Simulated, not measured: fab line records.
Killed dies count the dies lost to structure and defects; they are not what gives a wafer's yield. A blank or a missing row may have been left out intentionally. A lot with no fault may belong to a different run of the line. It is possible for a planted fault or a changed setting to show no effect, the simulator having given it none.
Comparing a struck lot with a sound one -- flow sky130 -- 15 steps out of a route of 708
Sound: these wafers, L594.1, L594.3, L594.4. Wafers L604.1, L604.4, L604.6 were the ones struck. The cause comes at the end.
Per side, at each step with rows, come the tool, then ch with its chambers, and then its first start. Under that, the readings that differ: sound wafers -- struck wafers -- difference of the means -- sigmas: that difference in standard deviations of wafers without a fault.
alike: same words and numbers on both sides, and readings whose means sit less than 2 such deviations apart. not compared: any withheld reading, any reading some wafer has no value for, any bound like >300 that may hide the same value, and any number with overlapping values for which the record gives no deviation.
A row with sigmas, a row that says differs or no value, or rows on one side alone: a step with any of these is where the two part. Non-overlapping numbers with no deviation appear without sigmas and do not part them. A reading that every wafer of one side lacks parts them only if that side has two wafers or more.

SKY_METAL2_SPUTTER_02: material AlCu, target thk 250 nm, time 13.3 s.
  sound on pvdSputter-01 at day 34 16:06; struck on pvdSputter-02 at day 37 18:57
  alike: throttleValvePct
SKY_METAL2_SPUTTER_03: material Ti, target thk 5 nm, time 3.3 s.
  sound on pvdSputter-01 at day 34 16:08; struck on pvdSputter-02 at day 37 18:58
  alike: throttleValvePct
SKY_METAL2_SPUTTER_04: material TiN, target thk 70 nm, time 58.3 s.
  sound on pvdSputter-01 at day 34 16:09; struck on pvdSputter-02 at day 37 18:59
  alike: throttleValvePct
SKY_METAL2_RS_MEAS_05: the measuring method here is four-point-probe.
  sound on filmMetro-02 at day 34 16:11; struck on filmMetro-04 at day 37 19:02
  alike: METAL2_ALCU_RS
SKY_METAL2_THK_MEAS_06: measures by xrf.
  sound on filmMetro-02 at day 34 16:19; struck on filmMetro-04 at day 37 19:10
  alike: METAL2_ALCU_THK
then, 7 steps without rows for these wafers: SKY_METAL2_DEHYDRATE_07 (time 60 s); SKY_METAL2_HMDS_08 (prime time 60 s); SKY_METAL2_COAT_09 (resist thk 60 nm); SKY_METAL2_COAT_10 (resist thk 450 nm); SKY_METAL2_SOFTBAKE_11 (time 90 s); SKY_METAL2_EXPOSE_12 (exposes mask MM2, target cd 140 nm); SKY_METAL2_PEB_13.
SKY_METAL2_DEVELOP_14: develop time 60 s.
  sound on lithoTrack-03 ch 0, day 35 18:00; struck on lithoTrack-02 ch 0, day 38 19:00
reading,sound,struck,difference,sigmas
developerTempC (C),21.14 21.02 20.98,20.20 20.01 20.14,-0.93,-8
SKY_METAL2_CD_MEAS_15: target cd 140 nm.
  sound on cdSem-01 at day 35 18:58; struck on cdSem-01 at day 38 19:50
  alike: cdNm
-- the record jumps here: 10 days lie between the struck wafers' starts before and after (it left off in module METAL2 and takes up again in module PAD_OPEN, whose first step shown is number 708 of the route) --
SKY_PAD_OPEN_PROBE_99:
  sound on prober-02 at day 46 05:48; struck on prober-01 at day 48 16:48
  alike: defectLimitedYield, killed_at_M0_to_M3, killed_at_M4_up, killedAtContacts, killedAtFrontEnd, killedAtOther, killedDies, killedOpen, killedShort, sort_bin_3_pad_short, sort_bin_5_function, sort_bin_6_memory, sortNPass, sortYieldPct

WHERE THEY PART
Within this record, at SKY_METAL2_DEVELOP_14 only. Later steps at which nothing parts them and some readings are alike: SKY_METAL2_CD_MEAS_15, SKY_PAD_OPEN_PROBE_99.

WHY: whatever the simulator had introduced
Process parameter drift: lithoTrack-02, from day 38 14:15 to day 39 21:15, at SKY_METAL2_DEVELOP_14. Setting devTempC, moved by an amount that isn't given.
